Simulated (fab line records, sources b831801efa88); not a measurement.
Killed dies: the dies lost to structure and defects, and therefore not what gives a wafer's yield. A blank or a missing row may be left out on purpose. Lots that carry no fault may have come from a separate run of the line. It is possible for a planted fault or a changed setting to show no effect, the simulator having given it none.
2 desks looking at one fault -- flow gf180mcu -- numbers are kept per desk, each desk with only its own; the story behind them comes last

== THE TOOL OWNER'S DESK: iline stepper-02 ==
The tool's own readings at GF_NSD_EXPOSE_04 (exposes mask Nplus, target cd 400 nm): means of the sampled wafers that have a number, for each lot that ran on this tool. A lot is out of limits, marked OUT, if its mean lies more than 4 standard deviations from the usual mean; the brackets give that distance.
Columns: A = focus offset nm at GF_NSD_EXPOSE_04, usual 0.0 nm
lot,first seen here,A
L878,day 12 17:24,-0.1
L879,day 13 09:31,0.1
L882,day 14 13:58,-0.4
L889,day 16 20:03,0.4
L890,day 17 03:14,0.1
L891,day 17 07:32,0.3
L892,day 17 23:38,-0.3
L896,day 19 04:05,-0.5
Finding of this desk: none of the 8 lots has anything out of limits.

== METROLOGY DESK ==
What the gauges read, lot by lot, whatever tool the lot ran on: means of the sampled wafers that have a number. A lot is out of limits, marked OUT, if its mean lies more than 4 standard deviations from the usual mean; the brackets give that distance.
Columns: A = MVPSD_TW at GF_MVPSD_TW_MEAS_11, usual 550.4; B = NSD_OVL at GF_NSD_OVL_MEAS_08, usual -1.0 nm
lot,first seen here,A,B
L878,day 4 22:02,545.5,-0.2
L879,day 5 07:40,549.5,2.4
L881,day 5 16:00,550.8,-2.6
L882,day 6 06:28,550.6,-0.7
L886,day 7 04:07,554.3,-2.1
L889,day 7 22:39,553.3,-0.1
L890,day 8 01:39,548.8,-85.3 (-56) OUT
L891,day 8 06:41,547.4,-84.6 (-56) OUT
L892,day 8 16:53,548.6,-85.3 (-56) OUT
L896,day 9 13:42,549.6,-84.7 (-56) OUT
L898,day 10 00:46,550.2,-2.2
L900,day 10 13:19,550.8,-2.1
L901,day 10 20:05,553.0,-2.4
This desk's result: L890, L891, L892, L896 out of limits, first on L890 (NSD_OVL at GF_NSD_OVL_MEAS_08), day 17 14:28. L878, L879, L881, L882, L886, L889, L898, L900, L901 stayed within limits.

== PUT TOGETHER ==
L890, L891, L892, L896 would have let the metrology desk raise an alarm at day 17 14:28.
The desk of the tool owner found nothing out of limits.
On record at the tool owner's desk: L890, L891, L892, L896, within its limits.
Of the lots named, all ran GF_NSD_EXPOSE_04 on iline stepper-02.

== WHAT THE SIMULATOR HAD INSERTED ==
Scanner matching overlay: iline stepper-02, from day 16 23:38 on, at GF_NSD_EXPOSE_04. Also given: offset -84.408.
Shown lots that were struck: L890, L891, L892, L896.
Time in hours between the start of the fault and the first out-of-limits reading at each desk: metrology desk, 15.
